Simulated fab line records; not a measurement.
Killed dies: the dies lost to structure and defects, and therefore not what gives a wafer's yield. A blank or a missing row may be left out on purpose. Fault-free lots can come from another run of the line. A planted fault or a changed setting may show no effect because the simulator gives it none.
Problem report in the 8D (eight disciplines) form, filled by code | flow sky130 | the parts of the form that need people (team, actions taken, sign-off) are left out

## 1. PROBLEM STATEMENT
Mean POLY_GATE_CVD_00_THK at SKY_POLY_GATE_THK_MEAS_01: 153.8 nm over 6 wafers in 2 lots; fault-free wafers: 180.4 nm, standard deviation 1.8. That is -15 standard deviations from the usual mean.
Earliest sighting: wafer L446.2 on film-metro-03 at day 18 23:08. At this step, 33 wafers from 11 lots have a number in the record. The rule behind "out" and "out of limits": a value lying over 4 standard deviations away from the usual mean. Any other wafer with a number is counted as sound.

## 2. WHAT THIS IS AND IS NOT
question                    | is                     | is not
which readings at this step | POLY_GATE_CVD_00_THK   | -
which lots                  | L446, L447             | L431, L432, L435, L436, L438, L439, L441, L443, L454
which wafers of those lots  | all that have a number | -
read on which gauges        | film-metro-03          | film-metro-01, film-metro-02
when                        | from day 18 23:08      | up to then (24 sound wafers); but 3 sound wafers of L454 came after

## 3. WHAT RULES OUT EACH SUSPECT
Counting: a tool at any process step up to the reading remains a suspect when it ran all the lots that are out and ran no sound lot after the first of those.
- the gauge at SKY_POLY_GATE_THK_MEAS_01 is ruled out. All the wafers that are out were read on film-metro-03, but those of them that SKY_POLY_GATE_CVD_00 has rows for are out there too, on other tools.
- lpcvd-01 at SKY_POLY_GATE_CVD_00 (deposits poly-Si, target thk 180 nm, time 720 s): ruled out as a lasting fault. Sound lots L454 ran on it after its first lot that is out, L446 (day 18 21:56).
Left after counting: nothing in the record.

## 4. THE CAUSE (what the simulator had put in)
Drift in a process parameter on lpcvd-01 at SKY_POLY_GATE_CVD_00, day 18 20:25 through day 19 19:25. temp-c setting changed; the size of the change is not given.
Counting ruled it out, wrongly: the rule takes a fault to strike every lot that its tool runs from its start on, and this one did not.

## 5. THE EFFECT CHAIN, in route order
One row per reading whose mean, taken over the struck wafers that have a number, lies over 3 standard deviations from the usual. Scope: only readings with a usual standard deviation given in the record; hours: median across lots of the time from each lot's start at the first step in this table that gives one to its start at this step; sigmas: change in usual standard deviations.
hours | step                      | reading              | usual      | on struck wafers | change | sigmas
0     | SKY_POLY_GATE_CVD_00      | spike-tc-centre-C    | 620.2 C    | 613.0            | -7.2   | -3.6
0     | SKY_POLY_GATE_CVD_00      | spike-tc-lower-C     | 620.6 C    | 613.8            | -6.8   | -6.2
0     | SKY_POLY_GATE_CVD_00      | spike-tc-top-C       | 641.6 C    | 635.2            | -6.4   | -4.3
0     | SKY_POLY_GATE_CVD_00      | spike-tc-upper-C     | 618.9 C    | 611.5            | -7.4   | -7.3
1     | SKY_POLY_GATE_THK_MEAS_01 | POLY_GATE_CVD_00_THK | 180.4 nm   | 153.8            | -26.6  | -15
64    | SKY_POLY_GATE_ETCH_17     | oes-product-au       | 0.988 a.u. | 0.891            | -0.097 | -13
Its process steps:
- SKY_POLY_GATE_CVD_00: deposits poly-Si, target thk 180 nm, time 720 s.
- SKY_POLY_GATE_ETCH_17: etches poly-Si in HBr/Cl2, stops on SiO2, target depth 180 nm, time 70.5 s.
Later steps that measure or inspect, where all struck wafers having a row at the step show a number for every such reading and not one has moved that far: SKY_POLY_GATE_CD_MEAS_13.

## 6. WHAT WOULD HAVE CAUGHT IT SOONER
Counted from the fault's start at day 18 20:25, it took 3 hours until the first out-of-limits reading at a measuring or inspecting step in this record, taken at day 18 23:08.
At SKY_POLY_GATE_CVD_00, the tool's own readings (spike-tc-lower-C, spike-tc-upper-C) were out on each struck wafer the step has a row for, so an alarm limit on them would have fired on the first such wafer.
